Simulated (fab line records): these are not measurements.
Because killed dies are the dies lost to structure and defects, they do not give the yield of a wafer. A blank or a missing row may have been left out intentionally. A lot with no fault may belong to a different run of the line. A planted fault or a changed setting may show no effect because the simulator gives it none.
Which of the tools did it? | flow sfq-line | route of 325 steps, sampled at 1 step: 13 lots, 38 wafers

WHAT THE GAUGES SHOWED, per wafer
No reading from a measuring or inspecting step in the record can be judged against a usual standard deviation.

EACH LOT AND THE TOOL THAT RAN IT (in order: tool; ch and the chambers of the sampled wafers; start)
lot  | SFQ_TRILAYER_I2_VIA_BARC_OPEN_VIA_ETCH_096
L689 | rie-diel-03 ch 1,2,3, day 23 21:58
L690 | rie-diel-02 ch 1,2, day 23 23:10
L691 | rie-diel-03 ch 1,2, day 24 02:46
L692 | rie-diel-03 ch 0,2, day 30 07:22
L693 | rie-diel-01 ch 0,1,3, day 30 16:18
L694 | rie-diel-01 ch 0,2,3, day 31 00:06
L703 | rie-diel-01 ch 0,2, day 38 17:29
L705 | rie-diel-02 ch 0,2,3, day 38 21:05
L706 | rie-diel-03 ch 0,2,3, day 38 22:17
L708 | rie-diel-02 ch 0,1,3, day 39 01:53
L709 | rie-diel-03 ch 1,3, day 39 03:05
L711 | rie-diel-03 ch 0,3, day 39 06:41
L712 | rie-diel-02 ch 0,2, day 39 07:53
- SFQ_TRILAYER_I2_VIA_BARC_OPEN_VIA_ETCH_096: etches BARC in O2, target depth 125 nm, time 41.7 s.

WHAT THE TOOLS THEMSELVES READ (means of the sampled wafers that have a number; where no wafer has one, the mark that the record gives instead)
SFQ_TRILAYER_I2_VIA_BARC_OPEN_VIA_ETCH_096. Usual: drypump-motor-current-A 5.7 A, standard deviation 0.67; oes-product-au 0.685 a.u., standard deviation 0.0047; run-length-s 70.1 s, standard deviation 0.53.
lot  | tool        | drypump-motor-current-A (A) | oes-product-au (a.u.) | run-length-s (s) | flag
L689 | rie-diel-03 | 5.7                         | 0.682                 | 70.3             |
L690 | rie-diel-02 | 5.4                         | 0.686                 | 70.0             |
L691 | rie-diel-03 | 5.9                         | 0.684                 | 70.2             |
L692 | rie-diel-03 | 6.5                         | 0.685                 | 70.8             |
L693 | rie-diel-01 | 5.4                         | 0.683                 | 69.6             |
L694 | rie-diel-01 | 5.6                         | 0.682                 | 70.1             |
L703 | rie-diel-01 | 5.8                         | 0.656                 | 74.0             | OFF
L705 | rie-diel-02 | 6.1                         | 0.683                 | 69.7             |
L706 | rie-diel-03 | 5.9                         | 0.684                 | 70.5             |
L708 | rie-diel-02 | 6.0                         | 0.691                 | 70.3             |
L709 | rie-diel-03 | 5.2                         | 0.685                 | 70.4             |
L711 | rie-diel-03 | 5.5                         | 0.686                 | 70.5             |
L712 | rie-diel-02 | 6.1                         | 0.682                 | 69.5             |

THE ANSWER, worked out from the rows above alone
Rule: take the mean of a lot's wafers that have a number; if it is more than 3 standard deviations from the usual mean, the lot is off. Also off: a lot with no number at a reading for which 4 or more lots have one. All remaining lots with rows at the step are treated as sound. First the gauges in route order, then the tools' own readings, where a lot's mean is used as printed above. At the first step where some lot is off, the reading lying furthest off is the one used; lots without a number count as furthest.
Off, at SFQ_TRILAYER_I2_VIA_BARC_OPEN_VIA_ETCH_096 on run-length-s: L703.
If a tool, at that step or one of the process steps before it, ran each lot that is off and ran no sound lot following the first of them, it fits. One fits: rie-diel-01 at SFQ_TRILAYER_I2_VIA_BARC_OPEN_VIA_ETCH_096. Its last sound lot is L694 (day 31 00:06), its first lot that is off L703 (day 38 17:29): a fault that began between those two fits.
The tool's own readings at SFQ_TRILAYER_I2_VIA_BARC_OPEN_VIA_ETCH_096 bear it out: on the lots that are off they differ by more than 5 times the standard deviation of the sound lots' means. oes-product-au reads 0.656 a.u. there against 0.684 a.u. on the sound lots; run-length-s reads 74.0 s there against 70.2 s on the sound lots.

WHAT THE SIMULATOR HAD INSERTED
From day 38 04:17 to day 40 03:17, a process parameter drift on rie-diel-01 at SFQ_TRILAYER_I2_VIA_BARC_OPEN_VIA_ETCH_096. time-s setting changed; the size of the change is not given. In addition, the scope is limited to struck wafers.
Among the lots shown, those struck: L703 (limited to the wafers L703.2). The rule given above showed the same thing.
